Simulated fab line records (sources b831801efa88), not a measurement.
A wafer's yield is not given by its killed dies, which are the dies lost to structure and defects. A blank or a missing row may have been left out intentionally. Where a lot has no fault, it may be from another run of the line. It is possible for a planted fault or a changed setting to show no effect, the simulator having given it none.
Problem report in the 8D (eight disciplines) form, filled by code | flow sky130 | the parts of the form that need people (team, actions taken, sign-off) are left out

== 1. PROBLEM STATEMENT ==
rf_fwd_power_W at SKY_VIA2_ETCH_14 reads a mean of 573.0 W on 2 wafers of 1 lot; wafers without a fault read 494.7 W with a standard deviation of 2.4. That puts it +33 standard deviations away from the usual mean.
The step: etches BARC in N2/H2, stops on SiO2, time 45.9 s, target depth 60 nm.
Earliest sighting: wafer L488.1 on rie_diel-04 at day 40 05:43. The record holds 36 wafers of 12 lots with a number at this step. Rule for "out" (also "out of limits"): further than 4 standard deviations from the usual mean. Any other wafer with a number is counted as sound.

== 2. WHAT THIS IS AND IS NOT ==
question                    | is                | is not
which readings at this step | rf_fwd_power_W    | drypump_motor_current_A, oes_product_au, throttle_valve_pct
which lots                  | L488              | L476, L477, L478, L482, L483, L484, L485, L486, L487, L490, L494
which wafers of those lots  | L488.1, L488.6    | L488.4
read on which tools         | rie_diel-04       | rie_diel-01, rie_diel-03
when                        | from day 40 05:43 | up to then (28 sound wafers); but 6 sound wafers of L490, L494 came after

== 3. THE SUSPECTS, EACH WITH WHAT RULES IT OUT ==
Counting: if a tool at a process step up to the reading ran every lot that is out, it stays a suspect. Sound lots after the first of them don't rule it out here, since some wafers of a struck lot are sound.
- pvd_sputter-04 at SKY_METAL2_SPUTTER_03 (material Ti, target thk 5 nm, time 3.3 s): kept. L488, the lot that is out, went through it at day 38 01:08; up to then, the latest sound lot through it was L478 at day 34 11:47.
- pvd_sputter-04 at SKY_METAL2_SPUTTER_04 (material TiN, target thk 70 nm, time 58.3 s): kept. L488, the lot that is out, went through it at day 38 01:10; up to then, the latest sound lot through it was L478 at day 34 11:49.
- rie_diel-04 at SKY_VIA2_ETCH_14 (etches BARC in N2/H2, stops on SiO2, time 45.9 s, target depth 60 nm): kept. L488, the lot that is out, went through it at day 40 05:43; up to then, the latest sound lot through it was L486 at day 39 19:50. Out on those wafers are its own readings of rf_fwd_power_W.
- The sound lot-mates ran in chamber 0 of rie_diel-04 at SKY_VIA2_ETCH_14, but the wafers that are out ran in chamber 1.
Still standing after the count: pvd_sputter-04 at SKY_METAL2_SPUTTER_03, pvd_sputter-04 at SKY_METAL2_SPUTTER_04, rie_diel-04 at SKY_VIA2_ETCH_14.

== 4. THE CAUSE (what the simulator had put in) ==
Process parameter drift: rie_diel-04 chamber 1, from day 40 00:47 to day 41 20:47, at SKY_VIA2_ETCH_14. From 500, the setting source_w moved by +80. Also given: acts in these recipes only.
3 suspects survive the count, and this tool is in that group.

== 5. THE CHAIN OF EFFECTS, in route order ==
Rows list readings where the struck wafers' mean (over those with a number) sits beyond 3 standard deviations from the usual. Only readings for which the record gives a usual standard deviation are gone through. hours: the time from each lot's start at the first step in this table that gives one to its start at this step, as a median over the lots. sigmas: the change in usual standard deviations.
hours | step             | reading        | usual   | on struck wafers | change | sigmas
0     | SKY_VIA2_ETCH_14 | rf_fwd_power_W | 494.7 W | 573.0            | +78.3  | +33
Here are the process steps it includes:
- SKY_VIA2_ETCH_14: etches BARC in N2/H2, stops on SiO2, time 45.9 s, target depth 60 nm.

== 6. HOW IT WOULD HAVE BEEN CAUGHT EARLIER ==
The fault began at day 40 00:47; the first out-of-limits reading in this record came at day 40 05:43, 5 hours later.
